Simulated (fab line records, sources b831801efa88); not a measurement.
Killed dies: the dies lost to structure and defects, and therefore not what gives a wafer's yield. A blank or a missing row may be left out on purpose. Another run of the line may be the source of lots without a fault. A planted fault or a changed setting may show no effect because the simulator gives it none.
Problem report in the 8D (eight disciplines) form, filled by code || flow sfq line || the parts of the form that need people (team, actions taken, sign-off) are left out

1. PROBLEM STATEMENT
Mean of run length s at SFQ_TRILAYER_I3_VIA_BARC_OPEN_VIA_ETCH_121: 77.2 s across 2 wafers in 2 lots; on wafers with no fault it is 70.2 s (standard deviation 0.37). That is +19 standard deviations from the usual mean.
The step: etches BARC in O2, target depth 125 nm, time 41.7 s.
Seen first at day 40 01:34 on rie diel-02, wafer L457.5. At this step, 40 wafers from 14 lots have a number in the record. Rule for "out" (also "out of limits"): further than 4 standard deviations from the usual mean. Any other wafer with a number is counted as sound.

2. WHAT IT IS AND WHAT IT IS NOT
{"question": "which readings at this step", "is": "run length s, oes product au", "is not": "chamber pressure mTorr, drypump motor current A"}
{"question": "which lots", "is": "L457, L462", "is not": "L449, L450, L451, L455, L463, L465, L467, L468, L469, L470, L471, L472"}
{"question": "which wafers of those lots", "is": "L457.5, L462.5", "is not": "L457.1, L462.1"}
{"question": "read on which tools", "is": "rie diel-02", "is not": "rie diel-01, rie diel-04"}
{"question": "when", "is": "from day 40 01:34", "is not": "up to then (13 sound wafers); but 25 sound wafers of L462, L463, L465, L467, L468, L469, L470, L471, L472 came after"}

3. WHAT RULES OUT EACH SUSPECT
Counting: any tool at a process step up to the reading remains a suspect provided it ran every lot that is out. Sound lots after the first of them don't rule it out here, since some wafers of a struck lot are sound.
- rie metal-01 at SFQ_TRILAYER_I1_VIA_STRIP_STRIP_053 (strips in O2): kept. It ran every lot that is out, first L457 (day 26 20:01); its last sound lot up to then is L451 (day 21 10:40).
- rie diel-02 at SFQ_TRILAYER_I3_VIA_BARC_OPEN_VIA_ETCH_121 (etches BARC in O2, target depth 125 nm, time 41.7 s): kept. It ran every lot that is out, first L457 (day 40 01:34); its last sound lot up to then is L455 (day 39 07:46). On those wafers its own readings are out: oes product au, run length s.
After counting, rie metal-01 at SFQ_TRILAYER_I1_VIA_STRIP_STRIP_053 and rie diel-02 at SFQ_TRILAYER_I3_VIA_BARC_OPEN_VIA_ETCH_121 remain.

4. THE CAUSE (what the simulator had put in)
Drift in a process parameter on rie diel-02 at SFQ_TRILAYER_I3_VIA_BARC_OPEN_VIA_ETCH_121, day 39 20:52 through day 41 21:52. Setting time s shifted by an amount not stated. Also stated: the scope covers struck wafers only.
Of the 2 suspects that counting leaves, this tool is one.

5. THE EFFECT CHAIN, in route order
Each row: a reading where the mean over the struck wafers with a number is more than 3 standard deviations away from the usual. Only readings whose record carries a usual standard deviation are examined. hours: median over the lots of the time between each lot's start at the first step of this table that gives one and its start at this step. sigmas: the change, counted in usual standard deviations.
{"hours": 0, "step": "SFQ_TRILAYER_I3_VIA_BARC_OPEN_VIA_ETCH_121", "reading": "oes product au", "usual": "0.685 a.u.", "on struck wafers": 0.641, "change": -0.044, "sigmas": -9.3}
{"hours": 0, "step": "SFQ_TRILAYER_I3_VIA_BARC_OPEN_VIA_ETCH_121", "reading": "run length s", "usual": "70.2 s", "on struck wafers": 77.2, "change": "+7.0", "sigmas": "+19"}
Process steps it contains:
- SFQ_TRILAYER_I3_VIA_BARC_OPEN_VIA_ETCH_121: etches BARC in O2, target depth 125 nm, time 41.7 s.
At these later measuring or inspecting steps, every struck wafer for which the step has a row has a number for every such reading, and none has moved that far: SFQ_M8_OVL_MEAS_948.

6. HOW IT WOULD HAVE BEEN CAUGHT EARLIER
In this record no reading fell out of limits until day 40 01:34, 5 hours after the fault had begun at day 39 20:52.
